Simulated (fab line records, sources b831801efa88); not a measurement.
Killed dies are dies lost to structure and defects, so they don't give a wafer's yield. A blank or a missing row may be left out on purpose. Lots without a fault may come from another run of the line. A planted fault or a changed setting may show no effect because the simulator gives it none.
Which tool did it? | flow sky130 | 12 lots, 34 wafers sampled, at 2 steps of a route of 708

WHAT THE GAUGES READ, wafer by wafer
SKY_CAP2M_THK_MEAS_04: measures by xrf. Usual: CAP2M_TIN_THK 201.4 nm, standard deviation 2.6.
lot  | measured     | on            | CAP2M_TIN_THK (nm) | flag
L959 | day 40 19:50 | film_metro-03 | 200.4 201.1 200.0  |
L958 | day 40 23:24 | film_metro-03 | 202.9 204.8 201.9  |
L960 | day 41 03:26 | film_metro-01 | 202.2 204.5 204.5  |
L962 | day 41 14:28 | film_metro-03 | 200.3 195.6 196.8  |
L963 | day 41 18:14 | film_metro-01 | 201.5 200.3        |
L964 | day 42 07:55 | film_metro-04 | 201.9 200.5 200.6  |
L966 | day 42 14:14 | film_metro-04 | 203.3 204.8 204.1  |
L968 | day 43 01:30 | film_metro-03 | 196.7 198.5 198.0  |
L974 | day 45 00:34 | film_metro-03 | 198.7 198.9 200.1  |
L975 | day 45 06:29 | film_metro-01 | 200.8 199.1 198.6  |
L978 | day 45 22:58 | film_metro-04 | 206.9 206.4 206.5  |
L980 | day 46 03:52 | film_metro-01 | 202.4 203.0        |

WHICH TOOL RAN EACH LOT (tool, then ch and the chambers of the sampled wafers, then the start)
lot  | SKY_VIA2_HDPCVD_00
L959 | hdpcvd-02 ch 0,2, day 36 06:25
L958 | hdpcvd-02 ch 0,1, day 36 11:26
L960 | hdpcvd-02 ch 1,2, day 36 15:19
L962 | hdpcvd-01 ch 1,2, day 37 02:59
L963 | hdpcvd-02 ch 1,2, day 37 07:51
L964 | hdpcvd-01 ch 0,2, day 37 23:10
L966 | hdpcvd-02 ch 0,1,2, day 38 07:19
L968 | hdpcvd-02 ch 0,1,2, day 38 16:56
L974 | hdpcvd-01 ch 0,2, day 40 19:13
L975 | hdpcvd-01 ch 0,2, day 41 04:20
L978 | hdpcvd-01 ch 0,1,2, day 41 21:45
L980 | hdpcvd-02 ch 1,2, day 42 04:13
- SKY_VIA2_HDPCVD_00: deposits SiO2, target thk 1180 nm, time 196.7 s.

WHAT THE TOOLS THEMSELVES READ (means of the sampled wafers that have a number; where no wafer has one, the mark that the record gives instead)
The record holds no such reading with a usual standard deviation.

THE ANSWER, worked out from the rows above alone
Rule: a lot is off if the mean of its wafers that have a number lies more than 3 standard deviations from the usual mean. A lot without any number at a reading at which 4 lots or more have one is off too. The other lots that the step has rows for count as sound. The gauges are gone through in route order, then the tools' own readings, and for those a lot's mean is taken as printed above. The first step at which some lot is off is used, and at that step the reading that is off furthest; a lot without a number counts as furthest.
No lot is off at any reading shown: from this, nothing can be told.

WHAT THE SIMULATOR HAD PUT IN
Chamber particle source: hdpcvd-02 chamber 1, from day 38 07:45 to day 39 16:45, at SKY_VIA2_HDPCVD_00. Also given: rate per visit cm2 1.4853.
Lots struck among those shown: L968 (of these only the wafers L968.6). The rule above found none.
